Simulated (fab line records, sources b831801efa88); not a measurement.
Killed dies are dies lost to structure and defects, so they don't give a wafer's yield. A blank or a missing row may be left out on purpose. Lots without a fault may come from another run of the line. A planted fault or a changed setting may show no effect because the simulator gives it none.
Problem report in the 8D (eight disciplines) form, filled by code | flow sfq_line | the parts of the form that need people (team, actions taken, sign-off) are left out

1. THE PROBLEM
thk_nm at SFQ_TRILAYER_I0_METRO_MEASURE_029 reads a mean of 501.9 nm on 6 wafers of 2 lots; wafers without a fault read 200.0 nm with a standard deviation of 1.1. That is +99 or more standard deviations from the usual mean.
First seen on wafer L872.2, day 13 08:04, on film_metro-01. The record holds 42 wafers of 14 lots with a number at this step. Rule for "out", or "out of limits": more than 4 standard deviations from the usual mean. The other wafers with a number count as sound.

2. WHAT IT IS AND WHAT IT IS NOT
question                    | is                           | is not
which readings at this step | thk_nm                       | -
which lots                  | L872, L873                   | L851, L852, L853, L855, L859, L860, L861, L863, L864, L869, L870, L874
which wafers of those lots  | all that have a number       | -
read on which tools         | film_metro-01, film_metro-02 | film_metro-03
when                        | from day 13 08:04            | up to then (33 sound wafers); but 3 sound wafers of L874 came after

3. SUSPECTS, AND WHAT RULES EACH OUT
Counting: a tool at a process step up to the reading stays a suspect if it ran every lot that is out and no sound lot after the first of them.
- cmp-01 at SFQ_TRILAYER_I0_CMP_CMP_028 (polishes SiO2): ruled out as a lasting fault. Sound lots L874 ran on it after its first lot that is out, L872 (day 13 05:44).
Left after counting: nothing in the record.

4. THE CAUSE (what the simulator had put in)
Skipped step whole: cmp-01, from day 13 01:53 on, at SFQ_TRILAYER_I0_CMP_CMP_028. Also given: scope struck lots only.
Counting ruled it out, wrongly: the rule takes a fault to strike every lot that its tool runs from its start on, and this one did not.

5. THE CHAIN OF EFFECTS, in route order
Each row: a reading whose mean over the struck wafers that have a number lies more than 3 standard deviations from the usual. Only readings for which the record gives a usual standard deviation are gone through. hours: the time from each lot's start at the first step in this table that gives one to its start at this step, as a median over the lots. sigmas: the change in usual standard deviations.
hours | step                                  | reading        | usual      | on struck wafers | change | sigmas
0     | SFQ_TRILAYER_I0_METRO_MEASURE_029     | thk_nm         | 200.0 nm   | 501.9            | +301.9 | +99 or more
64    | SFQ_TRILAYER_I0_VIA_ETCH_VIA_ETCH_034 | oes_product_au | 0.854 a.u. | 1.614            | +0.760 | +99 or more
The process steps in it:
- SFQ_TRILAYER_I0_METRO_MEASURE_029
- SFQ_TRILAYER_I0_VIA_ETCH_VIA_ETCH_034: etches SiO2 in CHF3, stops on Nb, target depth 260 nm.
Readings that are blank on the struck wafers while sound wafers have them: edge_zone_pressure_frac at SFQ_TRILAYER_I0_CMP_CMP_028; head_pressure_psi at SFQ_TRILAYER_I0_CMP_CMP_028; motor_current_A at SFQ_TRILAYER_I0_CMP_CMP_028; slurry_flow_ml_min at SFQ_TRILAYER_I0_CMP_CMP_028; time_to_endpoint_s at SFQ_TRILAYER_I0_CMP_CMP_028.

6. WHAT WOULD HAVE CAUGHT IT SOONER
In this record the first reading out of limits was taken at day 13 08:04, 6 hours after the fault began at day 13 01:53.
At SFQ_TRILAYER_I0_CMP_CMP_028 the tool's readings are blank on the struck wafers, where sound wafers have them: an empty tool record is the first sign, and it was there at once.
